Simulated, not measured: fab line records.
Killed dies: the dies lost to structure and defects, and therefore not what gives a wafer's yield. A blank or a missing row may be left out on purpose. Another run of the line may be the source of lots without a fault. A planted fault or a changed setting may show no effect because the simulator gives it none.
What tool caused it?    flow sky130    Sampling: 11 lots, 33 wafers, 3 of 708 route steps

WHAT THE GAUGES SHOWED, per wafer
SKY_NWELL_OVL_MEAS_10.
lot   measured      on          NWELL_00_OVL (nm)
L721  day 4 14:22   overlay-02  0.4 0.8 0.8
L724  day 5 03:43   overlay-01  -1.0 -1.4 -0.1
L725  day 5 14:43   overlay-02  -1.8 -0.8 -1.3
L726  day 5 21:04   overlay-02  2.1 0.8 0.1
L728  day 6 06:55   overlay-02  - - -
L735  day 7 22:22   overlay-02  -0.6 -0.4 0.0
L739  day 8 23:19   overlay-02  0.3 1.5 -0.9
L741  day 9 07:44   overlay-02  2.3 0.7 1.7
L742  day 9 18:34   overlay-01  -0.4 0.2 0.0
L743  day 10 03:05  overlay-01  -2.9 -2.6 -4.1
L744  day 10 02:58  overlay-02  0.4 1.2 -1.0

WHAT TOOL EACH LOT RAN ON (gives the tool, then ch and the chambers of the sampled wafers, and finally the start)
lot   SKY_FIELD_ISO_CMP_27          SKY_NWELL_EXPOSE_07
L721  cmp-01 ch 0,1,2, day 2 11:17  iline_stepper-02 ch 0, day 4 06:03
L724  cmp-01 ch 1,2,3, day 2 23:20  iline_stepper-02 ch 0, day 4 18:53
L725  cmp-01 ch 0,1, day 3 09:14    iline_stepper-01 ch 0, day 5 05:42
L726  cmp-01 ch 1,2,3, day 3 13:10  iline_stepper-01 ch 0, day 5 12:10
L728  cmp-01 ch 1,2,3, day 3 23:02  iline_stepper-01 ch 0, day 5 21:51
L735  cmp-02 ch 1,2,3, day 5 09:55  iline_stepper-01 ch 0, day 7 12:12
L739  cmp-01 ch 0,2, day 6 08:47    iline_stepper-02 ch 0, day 8 13:27
L741  cmp-01 ch 0,1,3, day 6 17:05  iline_stepper-01 ch 0, day 8 21:38
L742  cmp-02 ch 0,3, day 7 00:11    iline_stepper-01 ch 0, day 9 07:50
L743  cmp-01 ch 2,3, day 7 10:02    iline_stepper-02 ch 0, day 9 16:39
L744  cmp-02 ch 2,3, day 7 10:02    iline_stepper-01 ch 0, day 9 16:23
- SKY_FIELD_ISO_CMP_27: polishes, stops on Si3N4, t overpolish 16 s, target thk 457.8 nm.
- SKY_NWELL_EXPOSE_07: exposes mask NWM, target cd 840 nm.

THE ANSWER, worked out from the rows above alone
Rule: the usual values come from the lots themselves. Put in order of their means at a reading, lots are off if they are a third of the lots or fewer, leave a main group of 4 or more, and stand apart from it by a gap of 3 or more times the standard deviation of the main group's means; of several such gaps the widest counts. Not used: any main group whose means are identical at the precision the tables above print for the reading. A lot without any number at a reading at which 4 lots or more have one is off too. The other lots that the step has rows for count as sound.
Off: L728, seen at SKY_NWELL_OVL_MEAS_10 (NWELL_00_OVL). Without a number there: L728. For the main group the mean is -0.2 nm and the standard deviation 1.3.
A tool fits if, at a process step before that reading, it ran every lot that is off, and no sound lot after the first of them. Gauges at SKY_NWELL_OVL_MEAS_10: tried the same way as those tools. None of those tried fits.

WHAT THE SIMULATOR HAD INSERTED
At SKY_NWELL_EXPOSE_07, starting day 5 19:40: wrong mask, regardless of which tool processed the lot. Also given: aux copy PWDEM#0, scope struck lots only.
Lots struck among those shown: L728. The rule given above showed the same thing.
